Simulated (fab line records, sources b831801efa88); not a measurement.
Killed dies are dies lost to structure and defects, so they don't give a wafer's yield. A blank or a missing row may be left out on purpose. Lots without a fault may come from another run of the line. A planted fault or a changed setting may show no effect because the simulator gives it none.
Which tool did it? | flow sky130 | 11 lots, 33 wafers sampled, at 1 step of a route of 708

WHAT THE GAUGES READ, wafer by wafer
SKY_LI_CONTACT_THK_MEAS_23: measures by xrf. Usual: LI_CONTACT_W_THK 376 nm, standard deviation 5.4.
lot  | measured     | on            | LI_CONTACT_W_THK (nm) | flag
L273 | day 30 22:04 | film_metro-04 | 386 383 380           |
L274 | day 31 00:38 | film_metro-04 | 386 380 378           |
L276 | day 31 19:14 | film_metro-03 | 385 387 385           |
L278 | day 32 16:04 | film_metro-04 | 377 375 365           |
L282 | day 33 23:31 | film_metro-01 | 382 376 374           |
L284 | day 34 08:10 | film_metro-01 | 370 376 374           |
L283 | day 34 11:11 | film_metro-04 | 375 372 377           |
L287 | day 35 09:28 | film_metro-01 | 373 374 368           |
L288 | day 35 11:31 | film_metro-01 | 376 370 373           |
L289 | day 36 00:32 | film_metro-04 | 379 375 373           |
L292 | day 36 12:52 | film_metro-04 | 376 378 381           |

WHICH TOOL RAN EACH LOT (tool, then ch and the chambers of the sampled wafers, then the start)
The record holds no process step before these readings.

WHAT THE TOOLS THEMSELVES READ (means of the sampled wafers that have a number; where no wafer has one, the mark that the record gives instead)
The record holds no such reading with a usual standard deviation.

THE ANSWER, worked out from the rows above alone
Rule: a lot is off if the mean of its wafers that have a number lies more than 3 standard deviations from the usual mean. A lot without any number at a reading at which 4 lots or more have one is off too. The other lots that the step has rows for count as sound. The gauges are gone through in route order, then the tools' own readings, and for those a lot's mean is taken as printed above. The first step at which some lot is off is used, and at that step the reading that is off furthest; a lot without a number counts as furthest.
No lot is off at any reading shown: from this, nothing can be told.

WHAT THE SIMULATOR HAD PUT IN
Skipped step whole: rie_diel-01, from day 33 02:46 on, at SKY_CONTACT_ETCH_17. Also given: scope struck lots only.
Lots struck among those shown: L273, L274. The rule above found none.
